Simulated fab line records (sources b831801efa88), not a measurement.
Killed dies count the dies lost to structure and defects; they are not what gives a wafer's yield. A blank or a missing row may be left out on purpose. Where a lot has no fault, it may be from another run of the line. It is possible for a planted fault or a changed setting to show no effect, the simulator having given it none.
fab line records	flow sky130
record: lots: 13	wafers: 39	lastDay: 50
route steps=708 shown NWELL@34 DNWELL@44 VT_ADJUST_LVTN@111 VT_ADJUST_HVTR@141 PAD_OPEN@708
lots that met no fault: taken from a fault-free run of the same line
startH: hours from the record's opening day to when the first of the lot's shown wafers began	waitH: how many hours have passed since the lot's step before this one	" the same as in the row above	L1.1+2: several wafers, shown together as one row	- value missing, or start not given	* or withheld: withheld	< > ~ a bound
route shown NAME@n: NAME is a module with steps in the file, n the number in the route of the first one	usual: mean/standard deviation taken from wafers without a fault	same: alike in all rows	chamber/n: place in a boat	sites: the reading at each site	_std_site: standard deviation of those values	_edge_site: outer sites' mean less inner sites'	radiusMm: how far each site lies from the wafer's centre	mask NAME#n: copy n	behind: the tool/chamber that last shaped the wafer	hold: cause of the lot's hold/its duration in hours/its outcome	device: which transistor (n, p or np) failed to switch	end of line: the same wafers' tests at the end of the route	for a step that has no rows: nothing shown but its recipe	killed: dies that structure and defects cost at the first sort, which is not the same as the wafer's yield	map: shows each die of a wafer: x if killed, . if not, _ if none is there
set.NAME: setting as actually run; set.NAME@STEP: the setting as run at that earlier step	model.NAME: the simulator's own value behind a step, which no gauge read
a sample of lots followed through the steps of the route, with each step as a table and each wafer as a row
services: a tool's chamber out of use, with start hour (startH, from the record's first day; less than 0 if before it), hours out, and reason
== steps ==
step: SKY_NWELL_THK_MEAS_02
recipe: reads: SiO2_of_NWELL_OXIDATION_01
usual: NWELL_OXIDATION_THK: 9.96/0.2
lot.wafer	tool	chamber	startH	waitH	NWELL_OXIDATION_THK[nm]
L566.1	filmMetro-01	-	40.43	0.0	9.82
L566.3	"	-	"	"	9.94
L566.5	"	-	"	"	9.67
L567.1	filmMetro-02	-	40.43	0.0	9.75
L567.2	"	-	"	"	9.76
L567.6	"	-	"	"	9.88
L570.1	filmMetro-02	-	60.70	0.0	9.87
L570.2	"	-	"	"	9.90
L570.3	"	-	"	"	9.71
L572.2	filmMetro-04	-	68.04	0.0	10.23
L572.3	"	-	"	"	10.05
L572.5	"	-	"	"	10.02
L573.1	filmMetro-04	-	69.85	0.0	10.48
L573.2	"	-	"	"	10.29
L573.4	"	-	"	"	10.24
L579.2	filmMetro-02	-	106.81	0.0	9.86
L579.3	"	-	"	"	9.94
L579.5	"	-	"	"	10.02
L581.2	filmMetro-01	-	114.95	0.0	10.20
L581.4	"	-	"	"	10.27
L581.5	"	-	"	"	10.23
L582.2	filmMetro-01	-	121.16	0.0	10.33
L582.3	"	-	"	"	10.20
L582.5	"	-	"	"	10.20
L583.1	filmMetro-02	-	124.87	0.0	10.09
L583.2	"	-	"	"	10.00
L583.4	"	-	"	"	9.93
L584.1	filmMetro-01	-	130.39	0.0	9.91
L584.3	"	-	"	"	9.58
L584.5	"	-	"	"	9.82
L585.3	filmMetro-04	-	133.59	0.0	9.98
L585.4	"	-	"	"	9.81
L585.5	"	-	"	"	9.90
L586.1	filmMetro-01	-	144.97	0.0	10.17
L586.2	"	-	"	"	10.09
L586.5	"	-	"	"	9.98
L589.2	filmMetro-02	-	166.07	0.0	9.55
L589.3	"	-	"	"	9.53
L589.6	"	-	"	"	9.61
step: SKY_DNWELL_TW_MEAS_09
usual: DNWELL_TW: 1121/7.2
lot.wafer	tool	chamber	startH	waitH	DNWELL_TW
L567.1	filmMetro-04	-	55.55	0.1	1127
L567.2	"	-	"	"	1121
L567.6	"	-	"	"	1132
L566.1	filmMetro-02	-	55.86	0.1	1117
L566.3	"	-	"	"	1112
L566.5	"	-	"	"	1108
L570.1	filmMetro-02	-	77.91	0.1	1115
L570.2	"	-	"	"	1120
L570.3	"	-	"	"	1115
L572.2	filmMetro-04	-	84.66	0.1	1127
L572.3	"	-	"	"	1131
L572.5	"	-	"	"	1129
L573.1	filmMetro-02	-	87.05	0.1	1109
L573.2	"	-	"	"	1112
L573.4	"	-	"	"	1111
L579.2	filmMetro-04	-	125.07	0.1	1133
L579.3	"	-	"	"	1135
L579.5	"	-	"	"	1137
L581.2	filmMetro-01	-	134.12	0.1	1121
L581.4	"	-	"	"	1116
L581.5	"	-	"	"	1121
L582.2	filmMetro-01	-	140.25	0.1	1123
L582.3	"	-	"	"	1112
L582.5	"	-	"	"	1118
L583.1	filmMetro-01	-	144.06	0.1	1115
L583.2	"	-	"	"	1127
L583.4	"	-	"	"	1129
L584.1	filmMetro-01	-	149.10	0.1	1128
L584.3	"	-	"	"	1128
L584.5	"	-	"	"	1127
L585.3	filmMetro-04	-	152.78	0.1	1126
L585.4	"	-	"	"	1135
L585.5	"	-	"	"	1136
L586.1	filmMetro-02	-	164.15	0.1	1119
L586.2	"	-	"	"	1116
L586.5	"	-	"	"	1117
L589.2	filmMetro-04	-	186.27	0.1	1127
L589.3	"	-	"	"	1123
L589.6	"	-	"	"	1131
step: SKY_VT_ADJUST_LVTN_SOFTBAKE_14
recipe: tempC: 90	timeS: 60	resist: NOVOLAK
usual: exhaustPa: 45.1/0.89	resistLineTempC: 22.97/0.095	runLengthS: 89.26/0.17
lot.wafer	tool	chamber	startH	waitH	exhaustPa	resistLineTempC	runLengthS
L567.1	lithoTrack-04	0	154.51	0.1	45.8	23.19	88.99
L567.2	"	0	"	"	44.5	22.99	89.01
L567.6	"	0	"	"	44.9	22.99	89.39
L566.1	lithoTrack-02	0	154.74	0.1	45.9	23.15	89.33
L566.3	"	0	"	"	46.1	23.10	89.67
L566.5	"	0	"	"	46.4	23.03	89.39
L570.1	lithoTrack-04	0	181.51	0.1	44.6	22.88	88.97
L570.2	"	0	"	"	44.5	23.08	89.08
L570.3	"	0	"	"	43.4	23.02	89.02
L572.2	lithoTrack-04	0	188.44	0.1	46.0	23.00	98.32
L572.3	"	0	"	"	44.7	22.99	98.54
L572.5	"	0	"	"	45.3	23.01	98.64
L573.1	lithoTrack-04	0	191.76	0.1	47.2	22.99	98.33
L573.2	"	0	"	"	45.8	23.02	98.45
L573.4	"	0	"	"	45.1	23.02	98.60
L579.2	lithoTrack-01	0	237.38	0.1	44.6	22.89	89.25
L579.3	"	0	"	"	45.4	23.13	89.20
L579.5	"	0	"	"	45.6	23.04	89.56
L581.2	lithoTrack-02	0	247.37	0.1	46.0	22.90	89.37
L581.4	"	0	"	"	45.1	22.89	89.45
L581.5	"	0	"	"	45.2	22.92	89.33
L582.2	lithoTrack-04	0	256.99	0.1	45.0	23.05	89.11
L582.3	"	0	"	"	45.4	22.90	89.22
L582.5	"	0	"	"	45.5	23.00	89.10
L583.1	lithoTrack-02	0	260.94	0.1	42.9	22.67	89.46
L583.2	"	0	"	"	46.1	22.96	89.30
L583.4	"	0	"	"	46.6	22.81	89.35
L584.1	lithoTrack-02	0	267.29	0.1	45.1	22.99	89.40
L584.3	"	0	"	"	44.7	23.03	89.35
L584.5	"	0	"	"	45.2	23.11	89.40
L585.3	lithoTrack-02	0	271.64	0.1	45.5	23.11	89.36
L585.4	"	0	"	"	43.6	23.03	89.30
L585.5	"	0	"	"	45.4	22.96	89.41
L586.1	lithoTrack-01	0	288.40	0.1	45.8	23.01	89.35
L586.2	"	0	"	"	44.8	22.87	89.26
L586.5	"	0	"	"	46.8	22.99	89.50
L589.2	lithoTrack-04	0	315.59	0.1	45.3	22.89	89.07
L589.3	"	0	"	"	45.6	22.93	89.10
L589.6	"	0	"	"	46.2	22.99	89.22
step: SKY_VT_ADJUST_HVTR_STRIP_10
recipe: chemistry: O2/N2	powerW: 1400	pressureMtorr: 1500	platenTempC: withheld	o2FlowSccm: 3000	n2FlowSccm: 300	overashFraction: 0.5
usual: drypumpMotorCurrentA: 5.89/0.22	oesProductAu: 0.716/0.0046	stripTimeToEndpointS: 14.21/0.036
lot.wafer	tool	chamber	startH	waitH	drypumpMotorCurrentA	oesProductAu	rfHoursCounterH	stripTimeToEndpointS
L567.1	plasmaAsher-03	0	204.30	0.1	5.60	0.714	41	14.24
L567.2	"	1	"	"	6.28	0.720	41	14.21
L567.6	"	1	"	"	6.27	0.718	-	14.23
L566.1	plasmaAsher-03	1	205.80	0.1	6.26	0.717	41	14.13
L566.3	"	1	"	"	6.25	0.716	-	14.17
L566.5	"	1	"	"	6.25	0.714	-	14.13
L570.1	plasmaAsher-03	0	235.16	0.1	5.61	0.717	44	14.19
L570.2	"	1	"	"	6.24	0.719	44	14.23
L570.3	"	1	"	"	6.26	0.716	-	14.19
L572.2	plasmaAsher-02	0	242.61	0.1	5.69	0.715	58	14.21
L572.3	"	0	"	"	5.68	0.717	-	14.24
L572.5	"	0	"	"	5.67	0.720	-	14.23
L573.1	plasmaAsher-04	1	246.03	0.1	5.92	0.707	12	14.18
L573.2	"	0	"	"	5.93	0.719	12	14.15
L573.4	"	1	"	"	5.94	0.725	-	14.19
L579.2	plasmaAsher-03	0	297.06	0.1	5.64	0.715	50	14.15
L579.3	"	1	"	"	6.26	0.721	-	14.18
L579.5	"	1	"	"	6.28	0.723	-	14.17
L581.2	plasmaAsher-03	0	309.00	0.1	5.56	0.711	51	14.28
L581.4	"	1	"	"	6.24	0.719	-	14.28
L581.5	"	0	"	"	5.61	0.721	-	14.27
L582.2	plasmaAsher-04	1	319.71	0.1	5.88	0.717	20	14.19
L582.3	"	0	"	"	5.92	0.714	-	14.21
L582.5	"	1	"	"	5.90	0.724	-	14.21
L583.1	plasmaAsher-04	1	323.23	0.1	5.92	0.710	20	14.15
L583.2	"	0	"	"	5.94	0.721	20	14.19
L583.4	"	0	"	"	5.92	0.716	-	14.19
L584.1	plasmaAsher-04	0	331.25	0.1	5.92	0.722	21	14.21
L584.3	"	0	"	"	5.92	0.714	-	14.18
L584.5	"	0	"	"	5.92	0.713	-	14.24
L585.3	plasmaAsher-02	0	336.11	0.1	5.70	0.716	-	14.22
L585.4	"	1	"	"	5.93	0.716	-	14.20
L585.5	"	0	"	"	5.69	0.704	-	14.21
L586.1	plasmaAsher-04	0	354.28	0.1	5.93	0.712	23	14.26
L586.2	"	1	"	"	5.91	0.720	23	14.22
L586.5	"	1	"	"	5.92	0.717	-	14.25
L589.2	plasmaAsher-04	0	385.36	0.1	5.91	0.719	26	14.18
L589.3	"	0	"	"	5.94	0.718	-	14.17
L589.6	"	0	"	"	5.91	0.717	-	14.22
step: SKY_PAD_OPEN_PROBE_99
usual: killed_at_M0_to_M3: 43/7.7	killed_at_M4_up: 2.9/1.9	killedAtContacts: 24/5.9	killedAtFrontEnd: 16/5.1	killedAtOther: 0.3/0.63	killedDies: 86/10	killedOpen: 47/7.6	killedShort: 39/6.8
same: grossDies: 492	killedAtBackSide: 0
lot.wafer	tool	chamber	startH	waitH	killed_at_M0_to_M3	killed_at_M4_up	killedAtContacts	killedAtFrontEnd	killedAtOther	killedDies	killedOpen	killedShort
L573.1	prober-02	-	1114.70	0.1	40	3	28	7	0	78	50	28
L573.2	prober-02	-	1114.75	0.1	28	0	27	20	0	75	36	39
L573.4	prober-02	-	1114.85	0.2	35	3	27	10	0	75	33	42
L579.2	prober-02	-	1147.81	0.1	59	4	34	11	0	108	64	44
L579.3	prober-02	-	1147.86	0.2	46	5	28	11	1	91	50	41
L579.5	prober-02	-	1147.96	0.2	44	5	22	18	0	89	42	46
L582.2	prober-01	-	1161.94	0.1	40	4	26	16	0	86	43	43
L582.3	prober-01	-	1161.99	0.2	42	5	35	19	0	101	54	47
L582.5	prober-01	-	1162.09	0.2	38	3	15	18	0	74	35	39
L584.1	prober-01	-	1168.54	0.1	41	4	24	7	1	77	47	29
L584.3	prober-01	-	1168.64	0.2	51	2	20	19	1	93	49	43
L584.5	prober-01	-	1168.74	0.2	38	8	18	18	1	83	44	39
L585.3	prober-02	-	1171.13	0.2	51	2	20	12	0	85	53	31
L585.4	prober-02	-	1171.18	0.2	40	2	18	24	0	84	44	39
L585.5	prober-02	-	1171.23	0.2	36	3	20	28	0	87	47	39
L586.1	prober-01	-	1183.91	0.1	33	3	27	19	0	82	46	36
L586.2	prober-01	-	1183.96	0.1	42	6	11	14	0	73	41	32
L586.5	prober-01	-	1184.11	0.2	41	4	16	18	0	79	46	33
killed by level:class
L573.1 CONTACT:geometricParticle:open=13 VIA1:geometricParticle:open=11 LI_CONTACT:geometricParticle:open=8 METAL1:geometricParticle:short=6 VIA3:geometricParticle:open=6 CONTACT:geometricParticle:short=4 METAL2:geometricParticle:short=4 POLY_GATE:geometricParticle:open=3
L573.2 CONTACT:geometricParticle:short=10 LI_CONTACT:geometricParticle:open=7 VIA1:geometricParticle:open=6 POLY_GATE:geometricParticle:short=5 METAL1:geometricParticle:short=5 FIELD_ISO:geometricParticle:short=4 VIA1:geometricParticle:short=4 CONTACT:geometricParticle:open=4
L573.4 LOCAL_INTERCONNECT:geometricParticle:short=9 CONTACT:geometricParticle:open=9 VIA1:geometricParticle:open=7 VIA3:geometricParticle:open=5 METAL1:geometricParticle:short=5 VIA3:geometricParticle:short=5 METAL2:geometricParticle:short=4 FIELD_ISO:geometricParticle:open=3
L579.2 VIA1:geometricParticle:open=13 LI_CONTACT:geometricParticle:open=13 CONTACT:geometricParticle:open=11 VIA1:geometricParticle:short=11 VIA3:geometricParticle:open=9 METAL2:geometricParticle:short=7 CONTACT:geometricParticle:short=5 FIELD_ISO:geometricParticle:open=4
L579.3 VIA1:geometricParticle:open=15 CONTACT:geometricParticle:open=11 LI_CONTACT:geometricParticle:open=8 METAL1:geometricParticle:short=6 VIA1:geometricParticle:short=6 FIELD_ISO:geometricParticle:short=5 VIA2:geometricParticle:open=5 VIA3:geometricParticle:open=5
L579.5 METAL1:geometricParticle:short=13 VIA1:geometricParticle:open=8 CONTACT:geometricParticle:open=8 VIA3:geometricParticle:open=6 LI_CONTACT:geometricParticle:open=5 FIELD_ISO:geometricParticle:open=4 FIELD_ISO:geometricParticle:short=4 POLY_GATE:geometricParticle:short=4
L582.2 LI_CONTACT:geometricParticle:open=12 METAL1:geometricParticle:short=7 VIA3:geometricParticle:short=6 POLY_GATE:geometricParticle:open=5 CONTACT:geometricParticle:short=5 LI_CONTACT:geometricParticle:short=4 CONTACT:geometricParticle:open=4 VIA1:geometricParticle:open=4
L582.3 CONTACT:geometricParticle:open=10 CONTACT:geometricParticle:short=9 VIA2:geometricParticle:open=9 POLY_GATE:geometricParticle:short=8 LI_CONTACT:geometricParticle:open=7 VIA1:geometricParticle:open=6 FIELD_ISO:geometricParticle:open=5 VIA1:geometricParticle:short=5
L582.5 LI_CONTACT:geometricParticle:open=7 VIA1:geometricParticle:short=6 VIA3:geometricParticle:open=6 POLY_GATE:geometricParticle:open=5 CONTACT:geometricParticle:open=5 METAL1:geometricParticle:short=5 METAL2:geometricParticle:short=5 VIA2:geometricParticle:open=4
L584.1 VIA3:geometricParticle:open=14 CONTACT:geometricParticle:open=11 VIA1:geometricParticle:open=9 CONTACT:geometricParticle:short=5 LOCAL_INTERCONNECT:geometricParticle:short=4 VIA2:geometricParticle:open=4 FIELD_ISO:geometricParticle:open=3 VIA1:geometricParticle:short=3
L584.3 VIA3:geometricParticle:open=9 FIELD_ISO:geometricParticle:open=8 LI_CONTACT:geometricParticle:open=8 VIA1:geometricParticle:open=8 VIA1:geometricParticle:short=7 METAL2:geometricParticle:short=6 FIELD_ISO:geometricParticle:short=5 VIA2:geometricParticle:open=5
L584.5 VIA1:geometricParticle:open=10 CONTACT:geometricParticle:open=7 METAL4:geometricParticle:short=7 VIA3:geometricParticle:open=6 FIELD_ISO:geometricParticle:short=4 POLY_GATE:geometricParticle:open=4 LI_CONTACT:geometricParticle:open=4 CONTACT:geometricParticle:short=4
L585.3 VIA1:geometricParticle:open=12 VIA2:geometricParticle:open=10 CONTACT:geometricParticle:open=8 VIA3:geometricParticle:open=7 LI_CONTACT:geometricParticle:open=6 FIELD_ISO:geometricParticle:open=5 METAL1:geometricParticle:short=5 FIELD_ISO:geometricParticle:short=4
L585.4 VIA1:geometricParticle:open=8 VIA2:geometricParticle:open=7 FIELD_ISO:geometricParticle:short=6 FIELD_ISO:geometricParticle:open=6 CONTACT:geometricParticle:open=5 VIA2:geometricParticle:short=5 LI_CONTACT:geometricParticle:open=4 LOCAL_INTERCONNECT:geometricParticle:short=4
L585.5 VIA1:geometricParticle:open=11 FIELD_ISO:geometricParticle:open=8 VIA3:geometricParticle:open=7 FIELD_ISO:geometricParticle:short=6 CONTACT:geometricParticle:short=5 LOCAL_INTERCONNECT:geometricParticle:short=5 CONTACT:geometricParticle:open=5 POLY_GATE:geometricParticle:short=4
L586.1 VIA1:geometricParticle:open=10 CONTACT:geometricParticle:open=9 LI_CONTACT:geometricParticle:open=8 METAL1:geometricParticle:short=6 POLY_GATE:geometricParticle:open=5 CONTACT:geometricParticle:short=5 FIELD_ISO:geometricParticle:open=4 LOCAL_INTERCONNECT:geometricParticle:short=4
L586.2 VIA1:geometricParticle:open=12 FIELD_ISO:geometricParticle:open=6 CONTACT:geometricParticle:open=5 VIA2:geometricParticle:open=5 POLY_GATE:geometricParticle:short=4 METAL1:geometricParticle:short=4 VIA1:geometricParticle:short=4 VIA3:geometricParticle:open=4
L586.5 VIA1:geometricParticle:open=10 CONTACT:geometricParticle:open=7 METAL2:geometricParticle:short=7 VIA2:geometricParticle:open=6 METAL1:geometricParticle:short=6 FIELD_ISO:geometricParticle:short=5 POLY_GATE:geometricParticle:open=4 LI_CONTACT:geometricParticle:open=4
== services ==
tool	chamber	startH	hours	kind
plasmaAsher-04	-	162.34	2.5	repair
plasmaAsher-02	-	214.77	4.3	pm
plasmaAsher-03	-	222.11	1.9	repair
plasmaAsher-02	-	277.96	14.2	repair
== key ==
firstSign: step: SKY_VT_ADJUST_LVTN_SOFTBAKE_14	reading: runLengthS	direction: up	sigmas: 54	usual: *	struck: *
effect none on later readings
metAt SKY_VT_ADJUST_LVTN_SOFTBAKE_14
struckLots L572,L573
testerLeftOut L572,L573
notActingAt SKY_NWELL_THK_MEAS_02,SKY_DNWELL_TW_MEAS_09,SKY_VT_ADJUST_HVTR_STRIP_10
onsetBetween 181.51 188.44
fault: kind: processParameterDrift	tool: lithoTrack-04	chamber: -	onsetH: 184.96	steps: SKY_VT_ADJUST_LVTN_SOFTBAKE_14	channel: timeS	offset: *	shape: step	endH: 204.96	actsIn: *	stated: *
testerLeftOut: of these lots the tester's yield and bins aren't shown, on N5 and GAA mostly nor the transistor test; their killed dies are dies lost to structure and defects alone, not to doping, threshold or leakage, so they don't give the yield
